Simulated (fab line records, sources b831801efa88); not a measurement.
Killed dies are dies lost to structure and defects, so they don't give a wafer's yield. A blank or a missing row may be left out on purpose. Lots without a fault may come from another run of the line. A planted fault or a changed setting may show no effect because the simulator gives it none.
Problem report in the 8D (eight disciplines) form, filled by code | flow sky130 | the parts of the form that need people (team, actions taken, sign-off) are left out

1. THE PROBLEM
METAL1_ALCU_RS at SKY_METAL1_RS_MEAS_05 reads a mean of 0.1215 ohm/sq on 6 wafers of 2 lots; wafers without a fault read 0.1270 ohm/sq with a standard deviation of 0.0011. That is -5.0 standard deviations from the usual mean.
The step: measures by four-point-probe.
First seen on wafer L780.1, day 34 17:53, on film_metro-04. The record holds 30 wafers of 10 lots with a number at this step. Rule for "out", or "out of limits": more than 4 standard deviations from the usual mean. The other wafers with a number count as sound.

2. WHAT IT IS AND WHAT IT IS NOT
question                    | is                           | is not
which readings at this step | METAL1_ALCU_RS               | -
which lots                  | L780, L781                   | L771, L774, L788, L789, L790, L792, L793, L794
which wafers of those lots  | all that have a number       | -
read on which gauges        | film_metro-03, film_metro-04 | film_metro-02
when                        | from day 34 17:53            | up to then (6 sound wafers); but 18 sound wafers of L788, L789, L790, L792, L793, L794 came after

3. SUSPECTS, AND WHAT RULES EACH OUT
Counting: a tool at a process step up to the reading stays a suspect if it ran every lot that is out and no sound lot after the first of them.
- the gauge at SKY_METAL1_RS_MEAS_05: ruled out. The wafers that are out were read on 2 gauges (film_metro-03, film_metro-04).
- pvd_sputter-01 at SKY_METAL1_SPUTTER_02 (material AlCu, target thk 250 nm, time 13.3 s): ruled out as a lasting fault. Sound lots L790, L789, L792, L793 ran on it after its first lot that is out, L780 (day 34 17:48).
Left after counting: nothing in the record.

4. THE CAUSE (what the simulator had put in)
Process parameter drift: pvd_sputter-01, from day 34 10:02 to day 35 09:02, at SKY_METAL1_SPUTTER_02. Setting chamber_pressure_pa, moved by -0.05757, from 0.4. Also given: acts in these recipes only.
Counting ruled it out, wrongly: the rule takes a fault to strike every lot that its tool runs from its start on, and this one did not.

5. THE CHAIN OF EFFECTS, in route order
Each row: a reading whose mean over the struck wafers that have a number lies more than 3 standard deviations from the usual. Only readings for which the record gives a usual standard deviation are gone through. hours: the time from each lot's start at the first step in this table that gives one to its start at this step, as a median over the lots. sigmas: the change in usual standard deviations.
hours | step                  | reading             | usual         | on struck wafers | change  | sigmas
0     | SKY_METAL1_SPUTTER_02 | chamber_pressure_pa | 0.4001 Pa     | 0.3429           | -0.0572 | -68
0     | SKY_METAL1_SPUTTER_02 | throttle_valve_pct  | 30.4 %        | 32.9             | +2.5    | +4.7
0     | SKY_METAL1_RS_MEAS_05 | METAL1_ALCU_RS      | 0.1270 ohm/sq | 0.1215           | -0.0055 | -5.0
The process steps in it:
- SKY_METAL1_SPUTTER_02: material AlCu, target thk 250 nm, time 13.3 s.
Later measuring or inspecting steps at which every struck wafer that the step has a row for has a number for every such reading, and none has moved that far: SKY_METAL1_THK_MEAS_06.

6. WHAT WOULD HAVE CAUGHT IT SOONER
In this record the first reading out of limits at a measuring or inspecting step was taken at day 34 17:53, 8 hours after the fault began at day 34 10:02.
The tool's own readings at SKY_METAL1_SPUTTER_02 were out on every struck wafer that the step has a row for (chamber_pressure_pa): an alarm limit on them would have fired on the first of those.
